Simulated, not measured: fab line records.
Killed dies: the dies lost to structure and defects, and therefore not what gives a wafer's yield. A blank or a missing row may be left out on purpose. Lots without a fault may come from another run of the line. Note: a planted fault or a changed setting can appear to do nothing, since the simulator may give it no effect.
Chamber matching    flow sfqLine    cmp-02 running SFQ_TRILAYER_I0_CMP_CMP_028: 4 sister chambers
The step polishes SiO2. 4 wafers are shown with their chamber, then 7 later ones without.

## WAFERS WITH THEIR CHAMBER
wafer   chamber  motorCurrentA (A)
L962.4  0        9.0
L962.1  2        11.0
L968.3  3        9.1
L968.1  1        11.8

## WAFERS WITH NO CHAMBER GIVEN
wafer   motorCurrentA (A)
L968.6  11.6
L969.3  11.4
L969.5  8.6
L969.6  12.0
L971.4  11.6
L971.5  11.7
L971.6  11.2

## EACH ONE'S CHAMBER
wafer   from the rows above      in truth
L968.6  can't be placed: 1 or 2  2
L969.3  can't be placed: 1 or 2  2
L969.5  can't be placed: 0 or 3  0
L969.6  1                        1
L971.4  can't be placed: 1 or 2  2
L971.5  1                        1
L971.6  can't be placed: 2 or 1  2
Correct placement for 2 of the 7. Not placeable from these rows: 5 (in 5, the candidates include the true chamber). Placed wrongly: 0.
How it was worked out, from the rows above alone: a wafer's distance from a chamber is the root of the sum, over the readings, of the square of ((its reading less the chamber's mean) divided by the reading's scatter). If the next closest chamber is less than 2 further off than the closest, the wafer can't be placed; otherwise it belongs to the closest. A chamber's mean is the mean of its shown wafers. The scatter: root of mean squared gap, hidden wafer to nearest shown wafer, with one shown wafer a chamber.
